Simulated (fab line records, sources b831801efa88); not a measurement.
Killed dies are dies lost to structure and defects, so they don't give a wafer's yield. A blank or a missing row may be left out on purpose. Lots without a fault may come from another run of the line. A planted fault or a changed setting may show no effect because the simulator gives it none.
fab line records | flow sky130
record lots=7 wafers=21 last_day=50
route steps=708 shown DNWELL@41 PWDE@45 NWELL@56 PAD_OPEN@708
lots that met no fault: from a run of the same line without faults
start_h: hours from the record's first day to the start of the lot's first wafer shown | wait_h: hours since the lot's step before | " the same as in the row above | L1.1+2: a row that stands for several wafers | - no value, or no start given | * or withheld: withheld | < > ~ a bound
route shown NAME@n: a module of which the file shows steps, and the number in the route of the first | usual: mean/standard deviation of fault-free wafers | same: alike in all rows | chamber/n: place in a boat | sites: the reading at each site | _std_site: their standard deviation | _edge_site: outer sites' mean less inner sites' | radius_mm: how far each site lies from the wafer's centre | mask NAME#n: copy n | behind: the tool/chamber that last shaped the wafer | hold: why the lot was held/for how many hours/how that ended | device: the transistor (n, p or np) that didn't switch | end of line: the same wafers' tests at the end of the route | a step without rows: its recipe alone | killed: dies lost to structure and defects at the first sort, not the wafer's yield | map: a wafer's dies, x killed, . not, _ none there
set.NAME: the setting as run; set.NAME@STEP: as run at that earlier step | model.NAME: the simulator's own value behind a step, which no gauge read
lots at some steps of the route; a table a step, a row a wafer
services: from which hour (start_h, from the record's first day; less than 0 if before it) a tool's chamber was out of use, for how many hours, and why
## steps
# step SKY_DNWELL_DEVELOP_06
# recipe wall_angle_deg=90 developer=TMAH develop_time_s=60 dev_temp_c=23
# step SKY_DNWELL_IMPLANT_07
# recipe species=P energy_kev=withheld dose_cm2=withheld tilt_deg=withheld
# step SKY_DNWELL_STRIP_08
# recipe chemistry=O2/N2 power_w=1400 pressure_mtorr=1500 platen_temp_c=withheld o2_flow_sccm=3000 n2_flow_sccm=300 overash_fraction=0.5
# usual drypump_motor_current_A=5.9/0.46 oes_product_au=0.723/0.0045 strip_time_to_endpoint_s=36.91/0.1
# columns lot.wafer tool chamber start_h wait_h drypump_motor_current_A oes_product_au rf_hours_counter_h strip_time_to_endpoint_s
L402.1 plasma_asher-02 0 83.30 0.1 6.0 0.727 41 37.00
L402.5 " 1 " " 5.7 0.718 - 36.70
L402.6 " 0 " " 5.9 0.737 - 36.79
L403.1 plasma_asher-01 1 83.76 0.1 6.7 0.729 27 36.91
L403.2 " 0 " " 5.8 0.728 27 37.03
L403.4 " 1 " " 6.7 0.727 - 36.96
L412.1 plasma_asher-02 0 121.55 0.1 5.9 0.719 0 36.81
L412.3 " 1 " " 5.8 0.721 - 36.85
L412.5 " 1 " " 5.8 0.730 - 36.81
L413.1 plasma_asher-02 1 129.10 0.1 5.7 0.719 1 36.87
L413.4 " 1 " " 5.7 0.731 - 36.87
L413.5 " 0 " " 6.0 0.725 - 37.02
L417.3 plasma_asher-03 0 148.83 0.1 5.3 0.726 - 36.87
L417.4 " 1 " " 5.3 0.721 - 36.88
L417.5 " 0 " " 5.3 0.725 - 36.93
L418.1 plasma_asher-01 0 156.67 0.1 5.8 0.726 35 36.84
L418.2 " 1 " " 6.7 0.724 35 36.74
L418.6 " 1 " " 6.7 0.730 - 36.89
L421.1 plasma_asher-02 0 180.69 0.1 5.9 0.719 6 36.77
L421.3 " 1 " " 5.7 0.731 - 36.74
L421.4 " 0 " " 5.9 0.726 - 36.76
# step SKY_DNWELL_TW_MEAS_09
# usual DNWELL_TW=1124/13
# columns lot.wafer tool chamber start_h wait_h DNWELL_TW
L402.1 film_metro-03 - 83.40 0.1 1125
L402.5 " - " " 1119
L402.6 " - " " 1119
L403.1 film_metro-02 - 83.86 0.1 1117
L403.2 " - " " 1116
L403.4 " - " " 1114
L412.1 film_metro-02 - 121.65 0.1 1108
L412.3 " - " " 1107
L412.5 " - " " 1113
L413.1 film_metro-03 - 129.20 0.1 1133
L413.4 " - " " 1123
L413.5 " - " " 1121
L417.3 film_metro-03 - 148.92 0.1 1113
L417.4 " - " " 1122
L417.5 " - " " 1123
L418.1 film_metro-03 - 156.77 0.1 1121
L418.2 " - " " 1116
L418.6 " - " " 1121
L421.1 film_metro-01 - 180.79 0.1 1138
L421.3 " - " " 1139
L421.4 " - " " 1138
# step SKY_PWDE_DEHYDRATE_00
# recipe temp_c=200 time_s=60
# step SKY_PWDE_HMDS_01
# recipe prime_time_s=60 prime_temp_c=120
# step SKY_PWDE_COAT_02
# recipe spin_rpm=2000 resist_thk_nm=3000
# step SKY_PWDE_SOFTBAKE_03
# recipe temp_c=110 time_s=withheld
# step SKY_PWDE_EXPOSE_04
# recipe mask_id=PWDEM na=0.6 source_shape=conventional sigma_outer=0.6 polarization=unpolarized target_cd_nm=840 dose_mj=214
# step SKY_PWDE_PEB_05
# recipe temp_c=115 time_s=withheld
# step SKY_PWDE_DEVELOP_06
# recipe wall_angle_deg=90 developer=TMAH develop_time_s=60 dev_temp_c=23
# step SKY_PWDE_OVL_MEAS_07
# usual PWDE_OVL=0.3/1.2
# columns lot.wafer tool chamber start_h wait_h PWDE_OVL[nm]
L402.1 overlay-01 - 100.21 - -0.3
L402.5 " - " " 2.2
L402.6 " - " " 0.9
L403.1 overlay-01 - 101.07 - 1.3
L403.2 " - " " -0.3
L403.4 " - " " 1.1
L412.1 overlay-02 - 140.40 - 0.2
L412.3 " - " " 1.3
L412.5 " - " " -0.3
L413.1 overlay-02 - 148.01 - -1.3
L413.4 " - " " -1.4
L413.5 " - " " -0.3
L417.3 overlay-02 - 167.83 - 0.7
L417.4 " - " " 1.5
L417.5 " - " " 1.1
L418.1 overlay-02 - 176.26 - -1.9
L418.2 " - " " -2.3
L418.6 " - " " -0.5
L421.1 overlay-01 - 201.41 - 0.5
L421.3 " - " " 1.1
L421.4 " - " " 1.4
# step SKY_PWDE_IMPLANT_08
# recipe species=B energy_kev=150 dose_cm2=3.6e+12 tilt_deg=withheld
# usual beam_on_s=10.00/0.22
# columns lot.wafer tool chamber start_h wait_h beam_on_s
L402.1 implanter-03 0 100.25 0.0 9.94
L402.5 " 0 " " 9.53
L402.6 " 0 " " 9.80
L402.1 implanter-03 0 100.57 0.3 10.19
L402.5 " 0 " " 10.38
L402.6 " 0 " " 10.47
L403.1 implanter-03 0 101.10 0.0 9.76
L403.2 " 0 " " 10.00
L403.4 " 0 " " 10.65
L412.1 implanter-03 0 140.43 0.0 10.26
L412.3 " 0 " " 9.93
L412.5 " 0 " " 9.95
L412.1 implanter-03 0 140.75 0.3 9.54
L412.3 " 0 " " 10.07
L412.5 " 0 " " 9.95
L413.1 implanter-03 0 148.05 0.0 10.76
L413.4 " 0 " " 9.84
L413.5 " 0 " " 10.24
L413.1 implanter-03 0 148.37 0.3 9.97
L413.4 " 0 " " 10.01
L413.5 " 0 " " 10.04
L417.3 implanter-01 0 167.90 0.1 9.99
L417.4 " 0 " " 9.92
L417.5 " 0 " " 9.80
L418.1 implanter-02 0 176.30 0.0 9.79
L418.2 " 0 " " 10.11
L418.6 " 0 " " 10.20
L421.1 implanter-03 0 201.45 0.0 10.21
L421.3 " 0 " " 9.92
L421.4 " 0 " " 9.97
# step SKY_PWDE_STRIP_09
# recipe chemistry=O2/N2 power_w=1400 pressure_mtorr=1500 platen_temp_c=withheld o2_flow_sccm=3000 n2_flow_sccm=300 overash_fraction=0.5
# usual drypump_motor_current_A=5.6/0.5 oes_product_au=0.723/0.0043 strip_time_to_endpoint_s=36.98/0.11
# columns lot.wafer tool chamber start_h wait_h drypump_motor_current_A oes_product_au rf_hours_counter_h strip_time_to_endpoint_s
L402.1 plasma_asher-03 1 100.72 0.1 5.3 0.728 41 36.98
L402.5 " 0 " " 5.3 0.713 - 37.01
L402.6 " 1 " " 5.3 0.724 - 37.07
L403.1 plasma_asher-03 0 101.25 0.1 5.2 0.722 41 37.01
L403.2 " 1 " " 5.3 0.724 41 36.91
L403.4 " 1 " " 5.3 0.723 - 37.02
L412.1 plasma_asher-01 1 140.90 0.1 6.7 0.725 33 37.02
L412.3 " 1 " " 6.7 0.717 - 37.08
L412.5 " 1 " " 6.7 0.730 - 37.03
L413.1 plasma_asher-01 0 148.52 0.1 5.8 0.725 34 36.89
L413.4 " 0 " " 5.8 0.726 - 36.92
L413.5 " 1 " " 6.7 0.721 - 36.99
L417.3 plasma_asher-03 0 168.03 0.1 5.2 0.729 - 36.97
L417.4 " 1 " " 5.3 0.736 - 36.96
L417.5 " 0 " " 5.2 0.729 - 37.02
L418.1 plasma_asher-03 0 176.45 0.1 5.3 0.721 48 36.96
L418.2 " 1 " " 5.3 0.727 48 36.96
L418.6 " 1 " " 5.3 0.731 - 37.07
L421.1 plasma_asher-04 1 201.60 0.1 5.9 0.719 50 36.90
L421.3 " 0 " " 5.2 0.721 - 36.72
L421.4 " 1 " " 5.9 0.722 - 36.75
# step SKY_PWDE_TW_MEAS_10
# usual PWDE_TW=379/4.6
# columns lot.wafer tool chamber start_h wait_h PWDE_TW
L402.1 film_metro-03 - 100.89 0.1 465
L402.5 " - " " 462
L402.6 " - " " 464
L402.1 film_metro-03 - 101.23 0.3 465
L402.5 " - " " 462
L402.6 " - " " 463
L403.1 film_metro-01 - 101.35 0.1 383
L403.2 " - " " 384
L403.4 " - " " 384
L412.1 film_metro-03 - 141.00 0.1 467
L412.3 " - " " 464
L412.5 " - " " 466
L412.1 film_metro-03 - 141.22 0.2 466
L412.3 " - " " 467
L412.5 " - " " 466
L413.1 film_metro-03 - 148.62 0.1 461
L413.4 " - " " 466
L413.5 " - " " 466
L413.1 film_metro-03 - 148.96 0.3 465
L413.4 " - " " 467
L413.5 " - " " 464
L417.3 film_metro-01 - 168.12 0.1 383
L417.4 " - " " 384
L417.5 " - " " 383
L418.1 film_metro-01 - 176.55 0.1 383
L418.2 " - " " 383
L418.6 " - " " 383
L421.1 film_metro-02 - 201.70 0.1 378
L421.3 " - " " 378
L421.4 " - " " 377
# step SKY_NWELL_DEHYDRATE_03
# recipe temp_c=200 time_s=60
# step SKY_NWELL_HMDS_04
# recipe prime_time_s=60 prime_temp_c=120
# step SKY_NWELL_COAT_05
# recipe spin_rpm=2000 resist_thk_nm=3000
# step SKY_NWELL_SOFTBAKE_06
# recipe temp_c=110 time_s=withheld
# step SKY_NWELL_EXPOSE_07
# recipe mask_id=NWM na=0.6 source_shape=conventional sigma_outer=0.6 polarization=unpolarized target_cd_nm=840 dose_mj=255
# step SKY_NWELL_PEB_08
# recipe temp_c=115 time_s=withheld
# step SKY_NWELL_DEVELOP_09
# recipe wall_angle_deg=90 developer=TMAH develop_time_s=60 dev_temp_c=23
# step SKY_NWELL_OVL_MEAS_10
# usual NWELL_00_OVL=0.7/1.2
# columns lot.wafer tool chamber start_h wait_h NWELL_00_OVL[nm]
L402.1 overlay-01 - 118.20 - 0.0
L402.5 " - " " 0.9
L402.6 " - " " -0.1
L403.1 overlay-01 - 119.24 - 0.4
L403.2 " - " " -0.5
L403.4 " - " " -1.3
L412.1 overlay-02 - 160.15 - 1.6
L412.3 " - " " 0.4
L412.5 " - " " 1.9
L413.1 overlay-01 - 167.74 - 3.4
L413.4 " - " " 0.5
L413.5 " - " " 0.0
L417.3 overlay-02 - 188.93 - 2.5
L417.4 " - " " 2.0
L417.5 " - " " 4.1
L418.1 overlay-01 - 197.09 - -0.3
L418.2 " - " " 1.1
L418.6 " - " " 1.4
L421.1 overlay-02 - 223.57 - -0.6
L421.3 " - " " -0.9
L421.4 " - " " -0.6
# step SKY_NWELL_IMPLANT_11
# recipe species=P energy_kev=400 dose_cm2=1.9e+13 tilt_deg=withheld
# step SKY_NWELL_IMPLANT_12
# recipe species=P energy_kev=120 dose_cm2=1.3e+12 tilt_deg=withheld
# step SKY_NWELL_IMPLANT_13
# recipe species=P energy_kev=50 dose_cm2=7e+11 tilt_deg=withheld
# step SKY_NWELL_STRIP_14
# recipe chemistry=O2/N2 power_w=1400 pressure_mtorr=1500 platen_temp_c=withheld o2_flow_sccm=3000 n2_flow_sccm=300 overash_fraction=0.5
# usual drypump_motor_current_A=5.6/0.32 oes_product_au=0.722/0.0043 strip_time_to_endpoint_s=36.89/0.12
# columns lot.wafer tool chamber start_h wait_h drypump_motor_current_A oes_product_au rf_hours_counter_h strip_time_to_endpoint_s
L402.1 plasma_asher-03 1 118.68 0.1 5.3 0.722 43 36.90
L402.5 " 1 " " 5.3 0.723 - 36.88
L402.6 " 0 " " 5.3 0.732 - 36.82
L403.1 plasma_asher-03 1 119.73 0.1 5.3 0.719 43 36.83
L403.2 " 0 " " 5.2 0.718 43 36.84
L403.4 " 1 " " 5.3 0.724 - 36.84
L412.1 plasma_asher-04 1 160.65 0.1 5.9 0.722 46 36.90
L412.3 " 1 " " 5.9 0.718 - 36.90
L412.5 " 1 " " 5.9 0.711 - 36.96
L413.1 plasma_asher-03 0 169.85 0.1 5.3 0.728 48 36.94
L413.4 " 0 " " 5.2 0.711 - 37.03
L413.5 " 1 " " 5.3 0.716 - 36.90
L417.3 plasma_asher-02 1 189.43 0.1 5.7 0.716 - 37.03
L417.4 " 0 " " 6.0 0.725 - 36.92
L417.5 " 1 " " 5.8 0.732 - 36.96
L418.1 plasma_asher-03 0 197.58 0.1 5.2 0.723 50 36.74
L418.2 " 1 " " 5.3 0.723 50 36.59
L418.6 " 1 " " 5.3 0.724 - 36.76
L421.1 plasma_asher-04 1 224.05 0.1 5.9 0.726 52 36.96
L421.3 " 1 " " 5.9 0.724 - 37.06
L421.4 " 0 " " 5.2 0.727 - 37.03
# step SKY_NWELL_TW_MEAS_15
# usual NWELL_TW=1834/20
# columns lot.wafer tool chamber start_h wait_h NWELL_TW
L402.1 film_metro-01 - 118.81 0.1 1866
L402.5 " - " " 1863
L402.6 " - " " 1873
L403.1 film_metro-03 - 119.83 0.1 1824
L403.2 " - " " 1829
L403.4 " - " " 1821
L412.1 film_metro-03 - 160.75 0.1 1831
L412.3 " - " " 1837
L412.5 " - " " 1829
L413.1 film_metro-03 - 169.95 0.1 1826
L413.4 " - " " 1824
L413.5 " - " " 1821
L417.3 film_metro-01 - 189.52 0.1 1873
L417.4 " - " " 1880
L417.5 " - " " 1874
L418.1 film_metro-03 - 197.68 0.1 1828
L418.2 " - " " 1834
L418.6 " - " " 1830
L421.1 film_metro-02 - 224.15 0.1 1826
L421.3 " - " " 1837
L421.4 " - " " 1841
# step SKY_NWELL_DEHYDRATE_16
# recipe temp_c=200 time_s=60
# step SKY_NWELL_HMDS_17
# recipe prime_time_s=60 prime_temp_c=120
# step SKY_NWELL_COAT_18
# recipe spin_rpm=2000 resist_thk_nm=3000
# step SKY_NWELL_SOFTBAKE_19
# recipe temp_c=110 time_s=withheld
# step SKY_NWELL_EXPOSE_20
# recipe mask_id=NWM_COMPLEMENT na=0.6 source_shape=conventional sigma_outer=0.6 polarization=unpolarized target_cd_nm=840 dose_mj=260
# step SKY_NWELL_PEB_21
# recipe temp_c=115 time_s=withheld
# step SKY_NWELL_DEVELOP_22
# recipe wall_angle_deg=90 developer=TMAH develop_time_s=60 dev_temp_c=23
# step SKY_NWELL_OVL_MEAS_23
# usual NWELL_01_OVL=-0.2/1.2
# columns lot.wafer tool chamber start_h wait_h NWELL_01_OVL[nm]
L402.1 overlay-01 - 137.22 - -1.0
L402.5 " - " " -1.3
L402.6 " - " " -0.3
L403.1 overlay-02 - 138.17 - -2.1
L403.2 " - " " -0.3
L403.4 " - " " -2.7
L412.1 overlay-01 - 180.47 - -1.4
L412.3 " - " " 1.2
L412.5 " - " " 0.6
L413.1 overlay-01 - 190.39 - -1.0
L413.4 " - " " 0.9
L413.5 " - " " -1.5
L417.3 overlay-02 - 210.21 - -1.0
L417.4 " - " " -0.4
L417.5 " - " " -0.8
L418.1 overlay-02 - 219.14 - 0.5
L418.2 " - " " 1.7
L418.6 " - " " 0.3
L421.1 overlay-02 - 247.24 - 1.0
L421.3 " - " " 0.6
L421.4 " - " " 0.5
# step SKY_NWELL_IMPLANT_24
# recipe species=B energy_kev=140 dose_cm2=9.2e+12 tilt_deg=withheld
# step SKY_NWELL_STRIP_25
# recipe chemistry=O2/N2 power_w=1400 pressure_mtorr=1500 platen_temp_c=withheld o2_flow_sccm=3000 n2_flow_sccm=300 overash_fraction=0.5
# usual drypump_motor_current_A=5.6/0.31 oes_product_au=0.723/0.0045 strip_time_to_endpoint_s=36.89/0.099
# columns lot.wafer tool chamber start_h wait_h drypump_motor_current_A oes_product_au rf_hours_counter_h strip_time_to_endpoint_s
L402.1 plasma_asher-04 1 137.40 0.1 5.9 0.725 44 36.88
L402.5 " 0 " " 5.2 0.726 - 36.85
L402.6 " 1 " " 5.9 0.723 - 36.89
L403.1 plasma_asher-02 1 138.35 0.1 5.7 0.726 2 36.95
L403.2 " 0 " " 5.9 0.721 2 36.90
L403.4 " 1 " " 5.7 0.724 - 36.96
L412.1 plasma_asher-03 1 180.65 0.1 5.3 0.731 49 37.02
L412.3 " 1 " " 5.3 0.716 - 36.87
L412.5 " 0 " " 5.2 0.726 - 36.91
L413.1 plasma_asher-03 1 190.58 0.1 5.3 0.728 50 36.87
L413.4 " 1 " " 5.4 0.727 - 36.84
L413.5 " 0 " " 5.2 0.719 - 36.85
L417.3 plasma_asher-04 0 210.41 0.1 5.2 0.725 - 36.89
L417.4 " 1 " " 5.9 0.731 - 36.82
L417.5 " 1 " " 5.9 0.717 - 36.83
L418.1 plasma_asher-02 1 219.33 0.1 5.7 0.719 10 36.71
L418.2 " 0 " " 5.9 0.714 10 36.78
L418.6 " 1 " " 5.7 0.728 - 36.80
L421.1 plasma_asher-02 0 247.43 0.1 5.9 0.732 13 36.99
L421.3 " 0 " " 5.9 0.723 - 36.91
L421.4 " 1 " " 5.7 0.720 - 36.89
# step SKY_NWELL_TW_MEAS_26
# usual NWELL_2_TW=501/5.3
# columns lot.wafer tool chamber start_h wait_h NWELL_2_TW
L402.1 film_metro-03 - 137.50 0.1 496
L402.5 " - " " 498
L402.6 " - " " 500
L403.1 film_metro-01 - 138.45 0.1 512
L403.2 " - " " 512
L403.4 " - " " 513
L412.1 film_metro-03 - 180.75 0.1 498
L412.3 " - " " 500
L412.5 " - " " 499
L413.1 film_metro-02 - 190.68 0.1 498
L413.4 " - " " 498
L413.5 " - " " 498
L417.3 film_metro-01 - 210.50 0.1 511
L417.4 " - " " 510
L417.5 " - " " 511
L418.1 film_metro-03 - 219.43 0.1 497
L418.2 " - " " 498
L418.6 " - " " 498
L421.1 film_metro-01 - 247.53 0.1 511
L421.3 " - " " 511
L421.4 " - " " 509
# step SKY_NWELL_CLEAN_27
# recipe chemistry=SC1/SC2 mix=1:4:20 temp_c=70 time_s=150 dry=n2_spin
# step SKY_NWELL_RTA_28
# recipe temp_c=1050 time_s=30 idle_temp_c=650 ramp_up_c_per_s=150 ramp_down_c_per_s=90 ambient=N2
# usual lamp_power_pct=25.31/0.056 wafer_temp_C_max=1054.9/0.91
# columns lot.wafer tool chamber start_h wait_h lamp_power_pct wafer_temp_C_max
L402.1 rtp_anneal-01 0 137.61 0.0 25.32 1055.2
L402.5 " 0 " " 25.30 1055.2
L402.6 " 0 " " 25.32 1053.9
L403.1 rtp_anneal-02 0 138.56 0.0 25.35 1054.4
L403.2 " 0 " " 25.28 1055.1
L403.4 " 0 " " 25.19 1056.1
L412.1 rtp_anneal-02 0 180.87 0.0 25.41 1054.7
L412.3 " 0 " " 25.27 1054.4
L412.5 " 0 " " 25.26 1055.3
L413.1 rtp_anneal-01 0 190.80 0.0 25.35 1053.9
L413.4 " 0 " " 25.26 1055.5
L413.5 " 0 " " 25.34 1055.6
L417.3 rtp_anneal-02 0 210.62 0.0 25.45 1054.8
L417.4 " 0 " " 25.37 1054.6
L417.5 " 0 " " 25.25 1055.7
L418.1 rtp_anneal-01 0 219.54 0.0 25.33 1054.1
L418.2 " 0 " " 25.27 1055.5
L418.6 " 0 " " 25.28 1054.6
L421.1 rtp_anneal-02 0 247.64 0.0 25.31 1055.4
L421.3 " 0 " " 25.33 1054.4
L421.4 " 0 " " 25.33 1054.4
# step SKY_NWELL_RS_MEAS_29
# recipe thk_meas_gauge=four-point-probe
# usual NWELL_RS=625.0/1.5
# columns lot.wafer tool chamber start_h wait_h NWELL_RS[ohm/sq]
L402.1 film_metro-02 - 137.71 0.1 627.5
L402.5 " - " " 626.9
L402.6 " - " " 626.4
L403.1 film_metro-03 - 138.66 0.1 624.0
L403.2 " - " " 627.5
L403.4 " - " " 625.0
L412.1 film_metro-03 - 180.97 0.1 623.6
L412.3 " - " " 622.7
L412.5 " - " " 624.4
L413.1 film_metro-03 - 190.90 0.1 624.9
L413.4 " - " " 623.9
L413.5 " - " " 623.9
L417.3 film_metro-02 - 210.73 0.1 624.6
L417.4 " - " " 625.9
L417.5 " - " " 624.9
L418.1 film_metro-02 - 219.64 0.1 625.0
L418.2 " - " " 625.2
L418.6 " - " " 623.2
L421.1 film_metro-03 - 247.74 0.1 622.9
L421.3 " - " " 624.8
L421.4 " - " " 624.2
# step SKY_NWELL_RS_MEAS_31
# recipe thk_meas_gauge=four-point-probe
# usual PWDE_RS=5282/18
# columns lot.wafer tool chamber start_h wait_h PWDE_RS[ohm/sq]
L402.1 film_metro-02 - 137.95 0.1 3128
L402.5 " - " " 3142
L402.6 " - " " 3127
L402.1 film_metro-02 - 138.24 0.3 3128
L402.5 " - " " 3143
L402.6 " - " " 3132
L403.1 film_metro-03 - 138.90 0.1 5281
L403.2 " - " " 5303
L403.4 " - " " 5283
L412.1 film_metro-03 - 181.21 0.1 3107
L412.3 " - " " 3110
L412.5 " - " " 3116
L412.1 film_metro-03 - 181.50 0.3 3109
L412.3 " - " " 3115
L412.5 " - " " 3110
L413.1 film_metro-03 - 191.14 0.1 3110
L413.4 " - " " 3122
L413.5 " - " " 3114
L413.1 film_metro-03 - 191.42 0.3 3114
L413.4 " - " " 3124
L413.5 " - " " 3117
L417.3 film_metro-02 - 210.97 0.1 5283
L417.4 " - " " 5294
L417.5 " - " " 5290
L418.1 film_metro-02 - 219.88 0.1 5270
L418.2 " - " " 5272
L418.6 " - " " 5272
L421.1 film_metro-03 - 247.98 0.1 5297
L421.3 " - " " 5292
L421.4 " - " " 5299
# step SKY_PAD_OPEN_PROBE_99
# usual defect_limited_yield=82.4/1.9 killed_at_M0_to_M3=44/7.1 killed_at_M4_up=3.5/2 killed_at_contacts=24/5.3 killed_at_front_end=15/4.8 killed_dies=86/9.3 killed_open=47/7.8 killed_short=39/5.9 sort_bin_3_pad_short=0.8/0.42 sort_bin_5_function=10.3/1.4 sort_bin_6_memory=6.4/1.1 sort_n_pass=406/9.3 sort_yield_pct=82.4/1.9
# same gross_dies=492 killed_at_back_side=0 killed_at_other=0 sort_bin_4_leakage[%]=0 sort_bin_8_speed[%]=0
# columns lot.wafer tool chamber start_h wait_h defect_limited_yield[%] killed_at_M0_to_M3 killed_at_M4_up killed_at_contacts killed_at_front_end killed_dies killed_open killed_short sort_bin_3_pad_short[%] sort_bin_5_function[%] sort_bin_6_memory[%] sort_n_pass sort_yield_pct[%]
L403.1 prober-02 - 1110.75 0.1 81.7 42 2 23 23 90 60 30 0 11.0 7.3 402 81.7
L403.2 prober-02 - 1110.80 0.1 86.2 37 4 23 4 68 35 33 1.0 6.9 5.9 424 86.2
L403.4 prober-02 - 1110.90 0.2 84.6 40 1 22 13 76 44 32 0.4 9.3 5.7 416 84.6
L417.3 prober-02 - 1175.36 0.2 80.9 48 3 35 8 94 59 35 0.8 11.8 6.5 398 80.9
L417.4 prober-02 - 1175.41 0.2 84.8 39 7 19 10 75 29 46 0.6 9.8 4.9 417 84.8
L417.5 prober-02 - 1175.46 0.2 83.1 46 6 23 8 83 47 36 0.4 11.2 5.3 409 83.1
L418.1 prober-01 - 1179.76 0.1 77.6 62 3 26 19 110 67 43 1.6 12.0 8.7 382 77.6
L418.2 prober-01 - 1179.81 0.1 84.1 43 0 22 13 78 43 35 1.0 9.1 5.7 414 84.1
L418.6 prober-01 - 1180.01 0.2 80.3 51 3 33 10 97 52 45 0.6 12.0 7.1 395 80.3
L421.1 prober-02 - 1204.04 0.1 82.3 55 0 19 13 87 58 29 0.6 9.3 7.7 405 82.3
L421.3 prober-02 - 1204.14 0.2 79.7 53 1 22 24 100 61 39 0.8 12.0 7.5 392 79.7
L421.4 prober-02 - 1204.19 0.2 79.5 45 7 18 31 101 56 45 0.6 10.8 9.1 391 79.5
# killed by level:class
L403.1 VIA1:geometric_particle:open=15 LI_CONTACT:geometric_particle:open=9 FIELD_ISO:geometric_particle:open=7 FIELD_ISO:geometric_particle:short=7 VIA1:geometric_particle:short=7 CONTACT:geometric_particle:open=7 POLY_CUT:geometric_particle:open=5 METAL2:geometric_particle:short=5
L403.2 CONTACT:geometric_particle:open=9 LI_CONTACT:geometric_particle:open=7 VIA1:geometric_particle:open=7 METAL2:geometric_particle:short=6 VIA1:geometric_particle:short=5 VIA2:geometric_particle:open=5 CONTACT:geometric_particle:short=4 METAL4:geometric_particle:short=4
L403.4 VIA1:geometric_particle:open=14 CONTACT:geometric_particle:open=9 LI_CONTACT:geometric_particle:open=9 METAL1:geometric_particle:short=8 POLY_GATE:geometric_particle:short=5 VIA1:geometric_particle:short=5 VIA2:geometric_particle:short=4 FIELD_ISO:geometric_particle:open=3
L417.3 VIA1:geometric_particle:open=15 CONTACT:geometric_particle:open=13 VIA2:geometric_particle:open=10 METAL1:geometric_particle:short=7 VIA3:geometric_particle:open=7 LI_CONTACT:geometric_particle:short=6 LI_CONTACT:geometric_particle:open=5 LOCAL_INTERCONNECT:geometric_particle:short=5
L417.4 METAL1:geometric_particle:short=7 VIA3:geometric_particle:open=7 METAL2:geometric_particle:short=7 METAL4:geometric_particle:short=6 LOCAL_INTERCONNECT:geometric_particle:short=5 FIELD_ISO:geometric_particle:short=4 LI_CONTACT:geometric_particle:open=4 CONTACT:geometric_particle:open=4
L417.5 CONTACT:geometric_particle:open=9 VIA3:geometric_particle:open=9 VIA1:geometric_particle:open=6 METAL1:geometric_particle:short=6 METAL2:geometric_particle:short=5 VIA3:geometric_particle:short=5 LI_CONTACT:geometric_particle:open=4 LI_CONTACT:geometric_particle:short=4
L418.1 VIA1:geometric_particle:open=15 CONTACT:geometric_particle:open=12 VIA2:geometric_particle:open=11 VIA3:geometric_particle:open=8 VIA1:geometric_particle:short=7 LOCAL_INTERCONNECT:geometric_particle:short=6 LI_CONTACT:geometric_particle:open=5 METAL2:geometric_particle:short=5
L418.2 VIA1:geometric_particle:open=13 CONTACT:geometric_particle:open=11 METAL2:geometric_particle:short=7 FIELD_ISO:geometric_particle:short=5 VIA2:geometric_particle:open=4 FIELD_ISO:geometric_particle:open=3 LOCAL_INTERCONNECT:geometric_particle:short=3 CONTACT:geometric_particle:short=3
L418.6 VIA1:geometric_particle:open=11 CONTACT:geometric_particle:short=10 CONTACT:geometric_particle:open=8 LI_CONTACT:geometric_particle:open=7 VIA1:geometric_particle:short=7 VIA2:geometric_particle:open=7 METAL2:geometric_particle:short=6 POLY_GATE:geometric_particle:open=5
L421.1 VIA1:geometric_particle:open=16 CONTACT:geometric_particle:open=10 VIA3:geometric_particle:open=8 VIA2:geometric_particle:open=7 VIA1:geometric_particle:short=7 METAL1:geometric_particle:open=6 FIELD_ISO:geometric_particle:short=4 POLY_GATE:geometric_particle:open=4
L421.3 VIA1:geometric_particle:open=15 VIA3:geometric_particle:open=11 CONTACT:geometric_particle:open=9 FIELD_ISO:geometric_particle:open=7 POLY_GATE:geometric_particle:open=6 POLY_GATE:geometric_particle:short=5 LI_CONTACT:geometric_particle:short=5 LI_CONTACT:geometric_particle:open=5
L421.4 VIA1:geometric_particle:open=11 POLY_GATE:geometric_particle:short=10 VIA1:geometric_particle:short=9 CONTACT:geometric_particle:open=8 FIELD_ISO:geometric_particle:open=6 FIELD_ISO:geometric_particle:short=6 LI_CONTACT:geometric_particle:open=6 VIA2:geometric_particle:open=6
## services
# columns tool chamber start_h hours kind
plasma_asher-04 - 78.17 0.7 repair
implanter-03 - 79.74 1.4 repair
implanter-03 - 89.25 0.7 repair
implanter-01 - 101.74 6.3 pm
plasma_asher-02 - 108.75 9.0 pm
plasma_asher-02 0 108.75 9.0 vent_cycle
plasma_asher-02 1 108.75 9.0 vent_cycle
implanter-01 - 109.55 3.3 pm
plasma_asher-02 0 117.75 - clean
plasma_asher-02 1 117.75 - clean
plasma_asher-04 - 119.11 3.1 repair
plasma_asher-03 - 129.11 7.5 repair
plasma_asher-03 - 129.39 0.3 repair
implanter-03 - 129.75 3.0 repair
plasma_asher-03 - 130.32 1.3 repair
implanter-02 - 152.38 9.6 repair
implanter-01 - 156.94 2.5 repair
plasma_asher-02 - 172.07 0.6 repair
implanter-03 - 192.37 6.5 pm
plasma_asher-01 - 206.10 2.0 repair
plasma_asher-01 - 222.45 2.2 repair
## key
first_sign step=SKY_PWDE_IMPLANT_08 reading=visit direction=added
effect step=SKY_PWDE_TW_MEAS_10 reading=visit direction=added
effect step=SKY_PWDE_TW_MEAS_10 reading=PWDE_TW direction=up sigmas=19 usual=379 struck=465
effect step=SKY_NWELL_RS_MEAS_31 reading=PWDE_RS direction=down sigmas=99+ usual=5282 struck=3120
met_at SKY_PWDE_IMPLANT_08
struck_wafers L402.1,L402.5,L402.6,L412.1,L412.3,L412.5,L413.1,L413.4,L413.5
scrapped_behind SKY_NWELL_RS_MEAS_31 L402.1,L402.5,L402.6,L412.1,L412.3,L412.5,L413.1,L413.4,L413.5
fault kind=repeated_step_whole tool=implanter-01,implanter-02,implanter-03 chamber=- onset_h=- steps=SKY_PWDE_IMPLANT_08 times=1 scope=struck_lots_only
